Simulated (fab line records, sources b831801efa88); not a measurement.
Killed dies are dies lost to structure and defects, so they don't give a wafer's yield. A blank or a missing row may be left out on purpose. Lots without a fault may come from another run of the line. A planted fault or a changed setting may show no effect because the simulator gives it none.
Which tool did it? | flow sfq_line | 14 lots, 42 wafers sampled, at 1 step of a route of 325

WHAT THE GAUGES READ, wafer by wafer
SFQ_M2_OVL_MEAS_916.
lot  | measured     | on         | M2_OVL (nm)
L452 | day 29 22:10 | overlay-02 | 6 8 0
L457 | day 33 05:29 | overlay-01 | -3 -3 -2
L459 | day 34 00:39 | overlay-02 | 0 -6 -4
L461 | day 34 15:06 | overlay-02 | -1 -8 -7
L464 | day 35 04:13 | overlay-02 | -8 -9 -7
L466 | day 36 04:30 | overlay-01 | -4 -6 -5
L467 | day 36 11:34 | overlay-02 | -3 1 -1
L469 | day 36 22:23 | overlay-01 | -4 -7 -4
L470 | day 44 05:14 | overlay-01 | 8 13 5
L471 | day 44 17:14 | overlay-01 | -9 -4 3
L472 | day 45 00:26 | overlay-01 | -3 2 -8
L473 | day 45 11:14 | overlay-02 | 1 -2 2
L474 | day 45 19:38 | overlay-01 | 0 7 10
L475 | day 46 07:44 | overlay-02 | 4 5 8

WHICH TOOL RAN EACH LOT (tool, then ch and the chambers of the sampled wafers, then the start)
The record holds no process step before these readings.

WHAT THE TOOLS THEMSELVES READ (means of the sampled wafers that have a number; where no wafer has one, the mark that the record gives instead)
The record holds no such reading with a usual standard deviation.

THE ANSWER, worked out from the rows above alone
Rule: what is usual is taken from the lots themselves. Put in order of their means at a reading, lots are off if they are a third of the lots or fewer, leave a main group of 4 or more, and stand apart from it by a gap of 3 or more times the standard deviation of the main group's means; of several such gaps the widest counts. A main group whose means are all the same, to the digits that the tables above print for the reading, isn't used. A lot without any number at a reading at which 4 lots or more have one is off too. The other lots that the step has rows for count as sound. The gauges are gone through in route order, then the tools' own readings, and for those a lot's mean is taken as printed above. The first step at which some lot is off is used, and at that step the reading that is off furthest; a lot without a number counts as furthest.
No lot is off at any reading shown: from this, nothing can be told.

WHAT THE SIMULATOR HAD PUT IN
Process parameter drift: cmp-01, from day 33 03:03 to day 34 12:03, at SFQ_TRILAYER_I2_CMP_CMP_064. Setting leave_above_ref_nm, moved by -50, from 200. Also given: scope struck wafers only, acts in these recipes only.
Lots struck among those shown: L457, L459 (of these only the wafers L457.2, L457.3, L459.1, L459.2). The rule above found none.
